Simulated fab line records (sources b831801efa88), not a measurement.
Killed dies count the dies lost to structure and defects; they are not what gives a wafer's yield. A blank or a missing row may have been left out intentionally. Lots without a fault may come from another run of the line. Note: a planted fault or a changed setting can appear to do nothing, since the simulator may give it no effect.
The tool behind it: which one? ; flow sky130 ; 11 lots, 31 wafers sampled, at 3 steps of a route of 708

## WHAT THE GAUGES READ, wafer by wafer
SKY_CONTACT_THK_MEAS_01.
lot;measured;on;CONTACT_CVD_00_THK (nm)
L477;day 30 21:29;film_metro-01;74.8 76.6 75.9
L478;day 31 02:52;film_metro-01;75.4 74.2 74.2
L479;day 31 07:05;film_metro-01;73.9 75.6 76.0
L481;day 32 05:07;film_metro-02;75.4 75.8 76.0
L482;day 32 09:47;film_metro-01;74.3 74.5 75.5
L490;day 35 09:11;film_metro-02;103.5 76.6 103.4 76.6
L492;day 35 19:14;film_metro-03;103.1 75.5 103.1 75.6
L494;day 36 06:59;film_metro-02;75.5 76.1 75.5
L496;day 36 15:50;film_metro-02;74.5 74.8 75.0
L497;day 37 05:29;film_metro-03;73.6 76.3 75.7
L498;day 37 07:32;film_metro-02;73.6 73.9 74.8

## TOOL THAT RAN EACH LOT (tool first, then ch and the chambers of the sampled wafers, then the start)
lot;SKY_FIELD_ISO_STRIP_16;SKY_CONTACT_CVD_00
L477;plasma_asher-03 ch 0, day 2 12:46;pecvd-04 ch 0,2, day 30 21:27
L478;plasma_asher-04 ch 0,1, day 2 13:38;pecvd-01 ch 0,1,2, day 31 02:49
L479;plasma_asher-03 ch 0,1, day 2 14:48;pecvd-04 ch 1,2, day 31 07:03
L481;plasma_asher-01 ch 0,1, day 3 07:11;pecvd-04 ch 0,1,2, day 32 05:05
L482;plasma_asher-01 ch 0, day 3 13:38;pecvd-02 ch 1,2, day 32 09:44
L490;plasma_asher-04 ch 1, day 5 07:04;pecvd-04 ch 0,2, day 35 09:09
L492;plasma_asher-01 ch 0, day 5 21:00;pecvd-04 ch 2, day 35 19:12
L494;plasma_asher-04 ch 0,1, day 6 05:29;pecvd-02 ch 0,2, day 36 06:56
L496;plasma_asher-01 ch 0,1, day 6 12:47;pecvd-02 ch 0,2, day 36 15:47
L497;plasma_asher-01 ch 0,1, day 6 16:56;pecvd-01 ch 0,1, day 37 05:26
L498;plasma_asher-03 ch 0,1, day 7 00:53;pecvd-02 ch 0,2, day 37 07:30
- SKY_FIELD_ISO_STRIP_16: strips in O2/N2.
- SKY_CONTACT_CVD_00: deposits Si3N4, target thk 75 nm.

## THE ANSWER, worked out from the rows above alone
Rule: what is usual is taken from the lots themselves. The widest of any qualifying gaps counts: lots, ordered by their means at a reading, are off when they make up no more than a third of the lots, leave a main group of 4 or more, and stand apart from it by 3 or more times the standard deviation of that group's means. If all means in a main group match to the digits the tables above print for the reading, that group is not used. Also off: a lot with no number at a reading for which 4 or more lots have one. Any other lot the step has rows for is counted as sound.
Off: L490, L492, at SKY_CONTACT_THK_MEAS_01 (CONTACT_CVD_00_THK). The main group: mean 75.1 nm, standard deviation 0.55.
If a tool, at a process step before that reading, ran all the lots that are off and no sound lot after the first of them, it fits. The gauges at SKY_CONTACT_THK_MEAS_01 are tried like those tools. One fits: pecvd-04 at SKY_CONTACT_CVD_00. Its last sound lot is L481 (day 32 05:05), its first lot that is off L490 (day 35 09:09): a fault that began between those two fits.

## WHAT HAD BEEN PUT IN BY THE SIMULATOR
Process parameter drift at SKY_CONTACT_CVD_00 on pecvd-04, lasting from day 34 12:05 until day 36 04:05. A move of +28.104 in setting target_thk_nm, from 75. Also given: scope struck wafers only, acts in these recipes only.
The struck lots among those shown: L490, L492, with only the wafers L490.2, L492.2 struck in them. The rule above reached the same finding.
